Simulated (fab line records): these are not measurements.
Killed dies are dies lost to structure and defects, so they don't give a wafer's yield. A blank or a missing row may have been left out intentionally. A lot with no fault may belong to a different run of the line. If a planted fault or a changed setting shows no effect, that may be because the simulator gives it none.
A struck lot beside a sound one / flow sky130 / 23 steps out of a route of 708
Sound: these wafers, L414.1, L414.5, L414.6. Wafers struck: L426.2, L426.5, L426.6. Last of all comes the cause.
Per side, at each step with rows, come the tool, then ch with its chambers, and then its first start. Under that, the readings that differ: sound wafers / struck wafers / difference of the means / sigmas: that difference in standard deviations of wafers without a fault.
alike: readings with means less than 2 such deviations apart, plus words and numbers identical on both sides. not compared: withheld readings, readings lacking a value on some wafer, bounds such as >300 that could conceal the same value, and numbers that have no deviation in the record and whose values overlap.
Wherever a step has rows on one side only, a row that says differs or no value, or a row with sigmas, the two part there. When numbers do not overlap yet have no deviation, they are printed without sigmas and do not part them. A reading missing from all wafers of one side parts the sides only when that side holds two or more wafers.

first, 4 steps without rows for these wafers: SKY_CAPM_SOFTBAKE_08 (time 60 s); SKY_CAPM_EXPOSE_09 (exposes mask CAPM, target cd 1000 nm); SKY_CAPM_PEB_10; SKY_CAPM_DEVELOP_11 (develop time 60 s).
SKY_CAPM_OVL_MEAS_12:
  sound on overlay-01, day 39 01:53; struck on overlay-01, day 42 14:47
  alike: CAPM_OVL
SKY_CAPM_METAL_ETCH_13: etches TiN in Cl2/BCl3, stops on SiO2, target depth 220 nm, time 62.9 s.
  sound on rie-metal-01 ch 0,1, day 39 01:55; struck on rie-metal-02 ch 0,1, day 42 14:49
  alike: drypump-motor-current-A, oes-product-au, throttle-valve-pct
  not compared: rf-hours-counter-h
SKY_CAPM_STRIP_14: strips in O2/N2.
  sound on plasma-asher-01 ch 0,1, day 39 01:59; struck on plasma-asher-02 ch 0,1, day 42 14:53
  alike: drypump-motor-current-A, oes-product-au, strip-time-to-endpoint-s
  not compared: rf-hours-counter-h
then, 5 steps without rows for these wafers: SKY_CAPM_STRIP_15 (strips in post etch residue remover, time 1200 s); SKY_CAPM_CLEAN_16 (cleans in IPA, time 180 s); SKY_CAPM_CLEAN_17 (cleans in O3/DIW); SKY_METAL3_DEHYDRATE_05 (time 60 s); SKY_METAL3_HMDS_06 (prime time 60 s).
SKY_METAL3_COAT_07: resist thk 60 nm.
  sound on litho-track-02 ch 0, day 39 14:58; struck on litho-track-01 ch 0, day 43 02:03
reading=spin-speed-rpm (rpm); sound=3000.0 2996.7 2997.4; struck=1943.9 1943.0 1941.2; difference=-1055.3; sigmas=-99 or more
then, 5 steps without rows for these wafers: SKY_METAL3_COAT_08 (resist thk 1140 nm); SKY_METAL3_SOFTBAKE_09 (time 90 s); SKY_METAL3_EXPOSE_10 (exposes mask MM3, target cd 300 nm); SKY_METAL3_PEB_11; SKY_METAL3_DEVELOP_12 (develop time 60 s).
SKY_METAL3_CD_MEAS_13: the cd target is 300 nm.
  sound on cd-sem-01, day 40 03:32; struck on cd-sem-01, day 43 14:36
  alike: cd-nm
SKY_METAL3_OVL_MEAS_14:
  sound on overlay-02, day 40 03:40; struck on overlay-01, day 43 14:42
  alike: METAL3_OVL
SKY_METAL3_DESCUM_15: chemistry O2, time 8 s.
  sound on rie-metal-04 ch 0,1, day 40 03:42; struck on rie-metal-03 ch 0,1, day 43 14:44
  alike: drypump-motor-current-A, oes-product-au, temp-c
  not compared: rf-hours-counter-h
SKY_METAL3_ETCH_16: etches BARC in N2/H2, stops on SiO2, time 88.2 s, target depth 60 nm.
  sound on rie-metal-04 ch 0,1, day 40 03:44; struck on rie-metal-03 ch 0,1, day 43 14:47
reading=oes-product-au (a.u.); sound=0.634 0.630 0.630; struck=0.683 0.681 0.685; difference=+0.052; sigmas=+11
reading=model.etch.depth-nm (nm); sound=60.15 60.09 60.07; struck=74.35 74.64 74.28; difference=+14.32; sigmas=
  alike: drypump-motor-current-A, throttle-valve-pct
  not compared: rf-hours-counter-h
SKY_METAL3_ETCH_17: etches SiO2 in C4F8/O2/Ar, stops on TiN, time 3.9 s, target depth 15 nm.
  sound on rie-diel-01 ch 0,2,3, day 40 03:50; struck on rie-diel-03 ch 1,2, day 43 14:55
  alike: oes-product-au
  not compared: rf-hours-counter-h

## WHERE THEY PART
Last at SKY_METAL3_ETCH_16 as far as this record goes, first at SKY_METAL3_COAT_07. Later steps at which nothing parts them and some readings are alike: SKY_METAL3_ETCH_17.

WHY: whatever the simulator had introduced
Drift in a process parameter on litho-track-01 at SKY_METAL3_COAT_07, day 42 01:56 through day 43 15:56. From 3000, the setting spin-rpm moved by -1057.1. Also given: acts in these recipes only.
